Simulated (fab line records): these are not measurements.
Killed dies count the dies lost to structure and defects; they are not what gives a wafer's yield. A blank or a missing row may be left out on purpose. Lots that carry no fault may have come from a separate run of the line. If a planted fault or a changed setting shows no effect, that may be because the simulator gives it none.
Split-lot experiment + flow sky130 + 23 wafers read from 5 lots, route of 708 steps

## SPLIT DETAILS
At SKY_LI_CONTACT_EXPOSE_09 (exposes mask LICM1, target cd 170 nm), the setting dose-mj was moved away from the recipe's 38 on 4 of the 23 wafers read, by +3.4% to +5.7%. All remaining wafers had this setting at the recipe value.

## FROM THE SPLIT TO THE READING: what the file shows between them, 2 steps
- SKY_LI_CONTACT_PEB_10
- SKY_LI_CONTACT_DEVELOP_11: develop time 60 s

## THE READING
cd-nm, in nm, at SKY_LI_CONTACT_CD_MEAS_12 (target cd 170 nm). A value of 170.2 nm with a standard deviation of 1.3 nm is what fault-free wafers of this fab line usually give.

| wafer  | tool, chamber at the split | dose-mj as run | against the recipe | cd-nm, nm | against lot-mates on the recipe |
|--------|----------------------------|----------------|--------------------|-----------|---------------------------------|
| L076.1 | krf-scanner-01, 0          | 38             | recipe             | 170.7     | -                               |
| L076.2 | krf-scanner-01, 0          | 38             | recipe             | 170.8     | -                               |
| L076.3 | krf-scanner-01, 0          | 38             | recipe             | 170.8     | -                               |
| L076.4 | krf-scanner-01, 0          | 38             | recipe             | 171.4     | -                               |
| L076.5 | krf-scanner-01, 0          | 38             | recipe             | 169.9     | -                               |
| L078.2 | krf-scanner-02, 0          | 38             | recipe             | 170.4     | -                               |
| L078.5 | krf-scanner-02, 0          | 38             | recipe             | 171.9     | -                               |
| L078.6 | krf-scanner-02, 0          | 38             | recipe             | 170.2     | -                               |
| L079.2 | krf-scanner-01, 0          | 38             | recipe             | 168.9     | -                               |
| L079.3 | krf-scanner-01, 0          | 39.29          | +3.4%              | 174.1     | +5.2                            |
| L079.4 | krf-scanner-01, 0          | 38             | recipe             | 169.6     | -                               |
| L079.5 | krf-scanner-01, 0          | 39.29          | +3.4%              | 174.6     | +5.7                            |
| L079.6 | krf-scanner-01, 0          | 38             | recipe             | 168.3     | -                               |
| L080.1 | krf-scanner-02, 0          | 38             | recipe             | 169.6     | -                               |
| L080.2 | krf-scanner-02, 0          | 40.17          | +5.7%              | 179.2     | +9.6                            |
| L080.3 | krf-scanner-02, 0          | 38             | recipe             | 170.3     | -                               |
| L080.4 | krf-scanner-02, 0          | 40.17          | +5.7%              | 180.5     | +10.9                           |
| L080.5 | krf-scanner-02, 0          | 38             | recipe             | 169.0     | -                               |
| L085.1 | krf-scanner-02, 0          | 38             | recipe             | 173.2     | -                               |
| L085.2 | krf-scanner-02, 0          | 38             | recipe             | 171.7     | -                               |
| L085.3 | krf-scanner-02, 0          | 38             | recipe             | 171.5     | -                               |
| L085.5 | krf-scanner-02, 0          | 38             | recipe             | 172.5     | -                               |
| L085.6 | krf-scanner-02, 0          | 38             | recipe             | 172.3     | -                               |

FIT RESULTS
A straight line over all 23 wafers: cd-nm changes by +1.48 nm for each +1% of dose-mj; r = +0.90; the points scatter about the line by 1.3 nm.
The same after taking each lot's own level away (the mean of its wafers on the recipe; 23 wafers): +1.74 nm for each +1%; r = +0.98; scatter 0.62 nm.
That fit puts the effect of the largest move of dose-mj on the reading at 10 nm.
Across the lots, their own levels run from 168.93 to 172.24 nm, a range of 2.5 times the standard deviation given above.
Hence the slope depends on the lot-to-lot level, as the two fits are not the same.
Check: +10.1 nm against its lot-mates is what the line predicts for one of the wafers moved furthest among these (+5.7%) when that wafer is left out of the fit. Against them it came out at +9.57 nm.

## ADDITIONAL SPLITS CARRIED BY THESE WAFERS
Other splits were also applied to these wafers ahead of the reading. Each is held against what the fit with the lots' levels taken away leaves over:
| other split on the same wafers  | wafers away from the commonest value | r with cd-nm (lot level and that fit taken away) |
|---------------------------------|--------------------------------------|--------------------------------------------------|
| SKY_SD_N_IMPLANT_09 energy-kev  | 11                                   | -0.19                                            |
| SKY_LI_CONTACT_HDPCVD_00 time-s | 4                                    | -0.25                                            |

## THE WHOLE CHAIN: every reading that the file lists as answering this split, in the file's order
| step                      | what it does                                                         | reading                                                           | change (the file's fit)              | r (the file's) |
|---------------------------|----------------------------------------------------------------------|-------------------------------------------------------------------|--------------------------------------|----------------|
| SKY_LI_CONTACT_CD_MEAS_12 | target cd 170 nm                                                     | cd-nm                                                             | +1.74 nm for each +1% of the setting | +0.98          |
| SKY_LI_CONTACT_ETCH_14    | etches BARC in N2/H2, stops on SiO2, time 45.9 s, target depth 60 nm | LI_CONTACT.cd-nm (the simulator's own value, which no gauge read) | +1.71 nm for each +1% of the setting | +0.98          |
| SKY_LI_CONTACT_ETCH_15    | etches PSG in C4F8/O2/Ar, stops on Si, target depth 600 nm           | LI_CONTACT.cd-nm (the simulator's own value, which no gauge read) | +1.64 nm for each +1% of the setting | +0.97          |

## THE FILE'S OWN FIT
cd-nm changes by +1.74 nm for each +1% of dose-mj, r = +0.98.
